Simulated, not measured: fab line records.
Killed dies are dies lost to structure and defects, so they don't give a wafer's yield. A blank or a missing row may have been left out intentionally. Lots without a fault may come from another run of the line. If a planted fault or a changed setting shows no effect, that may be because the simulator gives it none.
Struck lot and sound lot, side by side | flow sky130 | 15 steps out of a route of 708
Sound: wafers L482.3, L482.4, L482.6. Struck: wafers L476.1, L476.2, L476.4. At the end, the cause is stated.
For every step that has rows: the tool of each side, followed by ch and its chambers, followed by its first start. Under that, the readings that differ: sound wafers | struck wafers | difference of the means | sigmas: that difference in standard deviations of wafers without a fault.
alike: words and numbers the same on both sides, and readings whose means are apart by under 2 such deviations; not compared: readings that were withheld, readings missing a value for some wafer, numbers with overlapping values and no deviation given by the record, and bounds like >300 which may hide the same value.
A row with sigmas, a row that says differs or no value, or rows on one side alone: a step with any of these is where the two part. Numbers that have no deviation but don't overlap get no sigmas and don't part them. A reading missing from all wafers of one side parts the sides only when that side holds two or more wafers.

SKY_LDD_HVP_OVL_MEAS_07:
  struck on overlay-01, day 25 18:46; sound on overlay-01, day 27 23:02
  alike: LDD_HVP_OVL
after that, 1 step had no rows for these wafers: SKY_LDD_HVP_IMPLANT_08.
SKY_LDD_HVP_STRIP_09: strips in O2/N2.
  sound on plasmaAsher-03 ch 0,1, day 27 23:14; struck on plasmaAsher-02 ch 0,1, day 25 18:57
  alike: drypumpMotorCurrentA, oesProductAu, stripTimeToEndpointS
  not compared: rfHoursCounterH
SKY_LDD_HVP_TW_MEAS_10:
  struck on filmMetro-01, day 25 19:03; sound on filmMetro-02, day 27 23:19
  alike: LDD_HVP_TW
then, 7 steps without rows for these wafers: SKY_LDD_LDN_DEHYDRATE_00 (time 60 s); SKY_LDD_LDN_HMDS_01 (prime time 60 s); SKY_LDD_LDN_COAT_02 (resist thk 1140 nm); SKY_LDD_LDN_SOFTBAKE_03 (time 60 s); SKY_LDD_LDN_EXPOSE_04 (exposes mask LDNTM, target cd 700 nm); SKY_LDD_LDN_PEB_05; SKY_LDD_LDN_DEVELOP_06 (develop time 60 s).
SKY_LDD_LDN_OVL_MEAS_07:
  struck on overlay-02, day 26 22:48; sound on overlay-01, day 29 04:10
  alike: LDD_LDN_OVL
SKY_LDD_LDN_IMPLANT_08:
  sound on implanter-01 ch 0, day 29 04:14; struck on implanter-02 ch 0, day 26 22:50
reading               | sound                | struck               | difference | sigmas
rotationDeg (degrees) | 22.960 22.980 22.965 | 128.54 128.54 128.54 | +105.57    | +99 or more
  alike: beamEnergyKeV
after that, 1 step had no rows for these wafers: SKY_LDD_LDN_IMPLANT_09.
SKY_PAD_OPEN_PROBE_99:
  sound wafers here have rows in the record (prober-02, day 50 01:29); struck ones have none

== WHERE THEY PART ==
First at SKY_LDD_LDN_IMPLANT_08; last, within this record, at SKY_PAD_OPEN_PROBE_99.

WHY: the cause the simulator had injected
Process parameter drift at SKY_LDD_LDN_IMPLANT_08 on implanter-02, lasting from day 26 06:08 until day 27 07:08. Setting rotationDeg, moved by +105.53, from 23. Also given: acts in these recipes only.
